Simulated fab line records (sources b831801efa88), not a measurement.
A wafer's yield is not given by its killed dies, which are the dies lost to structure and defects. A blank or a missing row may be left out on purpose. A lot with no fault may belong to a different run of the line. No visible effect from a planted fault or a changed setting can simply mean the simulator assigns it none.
Which tool did it? ; flow sky130 ; 36 wafers from 12 lots sampled at 5 of the route's 708 steps

## WHAT THE GAUGES READ, wafer by wafer
SKY_PASSIVATION_THK_MEAS_03. Usual: PASSIVATION_CVD_02_THK typically reads 540 nm, with standard deviation 6.4.
lot;measured;on;PASSIVATION_CVD_02_THK (nm);flag
L650;day 44 01:21;film metro-04;537 537 542;
L651;day 44 13:39;film metro-04;536 538 550;
L652;day 44 14:37;film metro-04;538 548 547;
L653;day 45 02:42;film metro-02;520 532 541;
L655;day 45 07:22;film metro-03;530 542 548;
L654;day 45 11:23;film metro-03;545 536 535;
L656;day 45 17:55;film metro-02;535 542 543;
L657;day 46 02:04;film metro-03;531 529 534;
L662;day 48 00:34;film metro-02;972 978 975 971 977 975;OFF
L668;day 48 14:10;film metro-03;954 980 980 954 981 980;OFF
L671;day 49 03:33;film metro-03;541 542 545;
L672;day 49 07:31;film metro-03;531 542 545;

## WHICH TOOL RAN EACH LOT (tool, then ch and the chambers of the sampled wafers, then the start)
lot;SKY_CAPM_SPUTTER_02;SKY_METAL3_METAL_ETCH_18;SKY_METAL4_ETCH_16;SKY_PASSIVATION_CVD_02
L650;pvd sputter-03, day 36 15:55;rie metal-02 ch 0, day 38 19:38;rie metal-02 ch 0,1, day 42 00:40;pecvd-01 ch 0,1,2, day 44 01:07
L651;pvd sputter-03, day 37 03:02;rie metal-04 ch 0,1, day 39 07:26;rie metal-03 ch 0,1, day 42 12:13;pecvd-02 ch 1,2, day 44 13:26
L652;pvd sputter-03, day 37 06:48;rie metal-04 ch 0,1, day 39 09:43;rie metal-02 ch 0,1, day 42 13:58;pecvd-02 ch 1,2, day 44 14:16
L653;pvd sputter-03, day 37 21:05;rie metal-02 ch 0,1, day 40 00:05;rie metal-02 ch 0,1, day 43 02:43;pecvd-04 ch 0,1,2, day 45 02:28
L655;pvd sputter-01, day 38 02:04;rie metal-03 ch 0,1, day 40 04:38;rie metal-02 ch 0,1, day 43 06:42;pecvd-01 ch 1,2, day 45 07:07
L654;pvd sputter-03, day 38 05:16;rie metal-02 ch 0,1, day 40 08:17;rie metal-02 ch 0,1, day 43 11:36;pecvd-01 ch 1,2, day 45 11:08
L656;pvd sputter-04, day 38 15:04;rie metal-03 ch 0,1, day 40 17:15;rie metal-02 ch 0,1, day 43 18:05;pecvd-04 ch 0,2, day 45 17:31
L657;pvd sputter-03, day 39 01:29;rie metal-02 ch 0,1, day 41 03:41;rie metal-03 ch 0,1, day 44 04:01;pecvd-04 ch 1,2, day 46 01:49
L662;pvd sputter-04, day 41 07:05;rie metal-03 ch 0,1, day 43 06:47;rie metal-03 ch 1, day 46 04:13;pecvd-01 ch 0,1,2, day 48 00:20
L668;pvd sputter-04, day 41 23:34;rie metal-04 ch 0,1, day 43 22:44;rie metal-01 ch 0,1, day 46 19:16;pecvd-01 ch 0,1,2, day 48 13:57
L671;pvd sputter-03, day 42 19:20;rie metal-02 ch 0, day 44 16:53;rie metal-02 ch 0,1, day 47 10:43;pecvd-02 ch 0,1,2, day 49 03:19
L672;pvd sputter-04, day 42 23:43;rie metal-04 ch 0,1, day 44 21:38;rie metal-03 ch 0,1, day 47 14:52;pecvd-02 ch 0,1,2, day 49 07:17
- SKY_CAPM_SPUTTER_02: material TiN, target thk 200 nm, time 166.7 s.
- SKY_METAL3_METAL_ETCH_18: etches the open film in Cl2/BCl3, stops on SiO2, target depth 845 nm, time 183.1 s.
- SKY_METAL4_ETCH_16: etches BARC in N2/H2, stops on SiO2, time 88.2 s, target depth 60 nm.
- SKY_PASSIVATION_CVD_02: deposits Si3N4, target thk 540 nm.

## AS READ BY THE TOOLS THEMSELVES (means over the sampled wafers that have a number; for cases with no such wafer, the mark the record gives instead)
SKY_CAPM_SPUTTER_02. Usual: throttle valve pct 30.0 %, standard deviation 0.95.
lot;tool;throttle valve pct (%);flag
L650;pvd sputter-03;29.7;
L651;pvd sputter-03;29.6;
L652;pvd sputter-03;29.5;
L653;pvd sputter-03;29.7;
L655;pvd sputter-01;30.3;
L654;pvd sputter-03;30.1;
L656;pvd sputter-04;30.0;
L657;pvd sputter-03;30.2;
L662;pvd sputter-04;29.1;
L668;pvd sputter-04;29.9;
L671;pvd sputter-03;29.5;
L672;pvd sputter-04;30.2;

SKY_METAL3_METAL_ETCH_18. Usual: drypump motor current A 5.6 A, standard deviation 0.51; mfc cl2 sccm 59.99 sccm, standard deviation 0.15; oes product au 0.868 a.u., standard deviation 0.0061; throttle valve pct 22.264 %, standard deviation 0.0093.
lot;tool;drypump motor current A (A);mfc cl2 sccm (sccm);oes product au (a.u.);throttle valve pct (%);flag
L650;rie metal-02;5.6;59.91;0.867;22.266;
L651;rie metal-04;5.1;60.04;0.865;22.262;
L652;rie metal-04;5.2;59.93;0.863;22.260;
L653;rie metal-02;5.9;59.94;0.860;22.255;
L655;rie metal-03;6.3;60.08;0.872;22.273;
L654;rie metal-02;5.9;60.06;0.868;22.271;
L656;rie metal-03;6.3;60.11;0.865;22.262;
L657;rie metal-02;5.7;59.94;0.872;22.266;
L662;rie metal-03;6.0;59.83;0.870;22.261;
L668;rie metal-04;5.1;60.01;0.866;22.263;
L671;rie metal-02;5.6;59.78;0.864;22.274;
L672;rie metal-04;5.1;60.00;0.865;22.266;

SKY_METAL4_ETCH_16. Usual: drypump motor current A 6.0 A, standard deviation 0.35; oes product au 0.626 a.u., standard deviation 0.0052; throttle valve pct 13.204 %, standard deviation 0.0094.
lot;tool;drypump motor current A (A);oes product au (a.u.);throttle valve pct (%);flag
L650;rie metal-02;5.7;0.623;13.211;
L651;rie metal-03;6.3;0.628;13.207;
L652;rie metal-02;5.7;0.620;13.200;
L653;rie metal-02;5.7;0.630;13.200;
L655;rie metal-02;5.9;0.625;13.192;
L654;rie metal-02;5.9;0.626;13.207;
L656;rie metal-02;5.9;0.627;13.204;
L657;rie metal-03;6.0;0.621;13.209;
L662;rie metal-03;6.7;0.622;13.202;
L668;rie metal-01;6.1;0.632;13.207;
L671;rie metal-02;5.7;0.621;13.203;
L672;rie metal-03;6.0;0.624;13.200;

SKY_PASSIVATION_CVD_02. Usual: heater power w 682 W, standard deviation 100.
lot;tool;heater power w (W);flag
L650;pecvd-01;768;
L651;pecvd-02;681;
L652;pecvd-02;666;
L653;pecvd-04;627;
L655;pecvd-01;648;
L654;pecvd-01;582;
L656;pecvd-04;587;
L657;pecvd-04;636;
L662;pecvd-01;776;
L668;pecvd-01;740;
L671;pecvd-02;614;
L672;pecvd-02;695;

## THE ANSWER, worked out from the rows above alone
Rule: a lot counts as off when the mean over its wafers that have a number is more than 3 standard deviations away from the usual mean. Also off: a lot with no number at a reading for which 4 or more lots have one. Any other lot the step has rows for is counted as sound. Order of review: gauges by route order, followed by the tools' own readings, for which a lot's mean as printed above is used. The first step at which some lot is off is used, and at that step the reading that is off furthest; a lot without a number counts as furthest.
Off: at SKY_PASSIVATION_THK_MEAS_03 (PASSIVATION_CVD_02_THK), L662, L668.
If a tool, at a process step before that reading, ran all the lots that are off and no sound lot after the first of them, it fits. Gauges at SKY_PASSIVATION_THK_MEAS_03: tried the same way as those tools. One candidate fits, namely pecvd-01 at SKY_PASSIVATION_CVD_02. A fault onset in the window from L654 (day 45 11:08, its last sound lot) to L662 (day 48 00:20, its first lot off) fits.

## WHAT HAD BEEN PUT IN BY THE SIMULATOR
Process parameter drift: pecvd-01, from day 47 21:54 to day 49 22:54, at SKY_PASSIVATION_CVD_02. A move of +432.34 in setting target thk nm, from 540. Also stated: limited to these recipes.
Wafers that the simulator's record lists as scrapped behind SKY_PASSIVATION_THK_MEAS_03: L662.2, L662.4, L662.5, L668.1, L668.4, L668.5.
Struck lots among those shown: L662, L668. This agrees with what the rule above found.
